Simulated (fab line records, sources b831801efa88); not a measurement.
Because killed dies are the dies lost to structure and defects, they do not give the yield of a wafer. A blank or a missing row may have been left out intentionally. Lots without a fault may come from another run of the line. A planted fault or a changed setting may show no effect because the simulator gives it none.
Which tool was responsible? + flow sky130 + 36 wafers from 12 lots sampled at 3 of the route's 708 steps

## WHAT THE GAUGES SHOWED, per wafer
SKY_VIA3_THK_MEAS_23: measures by xrf. Usual: VIA3_W_THK typically reads 399 nm, with standard deviation 3.9.
| lot  | measured     | on            | VIA3_W_THK (nm) | flag |
|------|--------------|---------------|-----------------|------|
| L897 | day 39 18:58 | film-metro-04 | 398 402 391     |      |
| L900 | day 41 00:50 | film-metro-01 | 405 400 398     |      |
| L902 | day 41 10:12 | film-metro-02 | 398 402 395     |      |
| L903 | day 42 04:37 | film-metro-01 | 399 403 403     |      |
| L906 | day 42 13:10 | film-metro-02 | 397 397 405     |      |
| L907 | day 42 22:04 | film-metro-02 | 404 399 407     |      |
| L909 | day 43 13:23 | film-metro-02 | 400 405 399     |      |
| L915 | day 45 09:32 | film-metro-04 | 397 403 400     |      |
| L916 | day 45 10:51 | film-metro-01 | 404 407 401     |      |
| L917 | day 45 15:06 | film-metro-04 | 398 396 402     |      |
| L919 | day 46 18:56 | film-metro-01 | 389 400 398     |      |
| L918 | day 46 22:43 | film-metro-01 | 405 401 402     |      |

SKY_CAP2M_OVL_MEAS_12. Usual: CAP2M_OVL typically reads 0.5 nm, with standard deviation 1.5.
| lot  | measured     | on         | CAP2M_OVL (nm) | flag |
|------|--------------|------------|----------------|------|
| L897 | day 40 19:05 | overlay-01 | -0.5 -0.7 -1.5 |      |
| L900 | day 42 01:21 | overlay-02 | -0.5 -2.7 -1.3 |      |
| L902 | day 42 10:20 | overlay-01 | 1.8 0.8 3.8    |      |
| L903 | day 43 05:46 | overlay-02 | -1.0 -0.3 -0.7 |      |
| L906 | day 43 12:53 | overlay-02 | 2.6 2.3 3.3    |      |
| L907 | day 43 21:31 | overlay-01 | 1.5 1.0 0.2    |      |
| L909 | day 44 13:00 | overlay-02 | 1.2 0.5 -0.3   |      |
| L915 | day 46 06:59 | overlay-02 | 3.2 2.1 2.7    |      |
| L916 | day 46 08:10 | overlay-02 | 4.4 2.1 2.3    |      |
| L917 | day 46 11:47 | overlay-02 | -0.8 0.0 1.0   |      |
| L919 | day 47 14:45 | overlay-02 | -0.4 -1.3 1.6  |      |
| L918 | day 47 17:17 | overlay-01 | 0.9 0.4 2.0    |      |

## TOOL THAT RAN EACH LOT (tool first, then ch and the chambers of the sampled wafers, then the start)
| lot  | SKY_CAP2M_CVD_00                |
|------|---------------------------------|
| L897 | pecvd-01 ch 0,1,2, day 39 19:28 |
| L900 | pecvd-02 ch 0,1, day 41 01:20   |
| L902 | pecvd-02 ch 0,2, day 41 10:43   |
| L903 | pecvd-01 ch 1,2, day 42 07:19   |
| L906 | pecvd-02 ch 0,2, day 42 13:55   |
| L907 | pecvd-02 ch 0,1, day 42 22:34   |
| L909 | pecvd-04 ch 0,1, day 43 14:14   |
| L915 | pecvd-04 ch 0,1,2, day 45 10:04 |
| L916 | pecvd-02 ch 0,2, day 45 11:21   |
| L917 | pecvd-01 ch 0,1,2, day 45 15:36 |
| L919 | pecvd-04 ch 0,1,2, day 46 19:27 |
| L918 | pecvd-02 ch 1,2, day 46 23:13   |
- SKY_CAP2M_CVD_00: deposits SiO2, target thk 15.5 nm.

## WHAT THE TOOLS THEMSELVES READ (means of the sampled wafers that have a number; where no wafer has one, the mark that the record gives instead)
SKY_CAP2M_CVD_00. Usual: heater-power-w 710 W, standard deviation 93; rf-fwd-power-W 442.2 W, standard deviation 2.6.
| lot  | tool     | heater-power-w (W) | rf-fwd-power-W (W) | flag |
|------|----------|--------------------|--------------------|------|
| L897 | pecvd-01 | 814                | 441.2              |      |
| L900 | pecvd-02 | 696                | 443.1              |      |
| L902 | pecvd-02 | 735                | 441.6              |      |
| L903 | pecvd-01 | 748                | 438.1              |      |
| L906 | pecvd-02 | 708                | 444.4              |      |
| L907 | pecvd-02 | 739                | 443.3              |      |
| L909 | pecvd-04 | 629                | 441.2              |      |
| L915 | pecvd-04 | 621                | 441.9              |      |
| L916 | pecvd-02 | 794                | 442.9              |      |
| L917 | pecvd-01 | 768                | 440.3              |      |
| L919 | pecvd-04 | 692                | 443.3              |      |
| L918 | pecvd-02 | 638                | 442.7              |      |

## THE ANSWER, worked out from the rows above alone
Rule: a lot is off if the mean of its wafers that have a number lies more than 3 standard deviations from the usual mean. A lot without any number at a reading at which 4 lots or more have one is off too. Where the step has rows for the other lots, those lots are counted as sound. After the gauges, taken in route order, come the tools' own readings; for these a lot's mean is taken, as printed above. At the first step where some lot is off, the reading lying furthest off is the one used; lots without a number count as furthest.
None of the lots is off at any reading shown; this tells nothing.

## WHAT THE SIMULATOR HAD INSERTED
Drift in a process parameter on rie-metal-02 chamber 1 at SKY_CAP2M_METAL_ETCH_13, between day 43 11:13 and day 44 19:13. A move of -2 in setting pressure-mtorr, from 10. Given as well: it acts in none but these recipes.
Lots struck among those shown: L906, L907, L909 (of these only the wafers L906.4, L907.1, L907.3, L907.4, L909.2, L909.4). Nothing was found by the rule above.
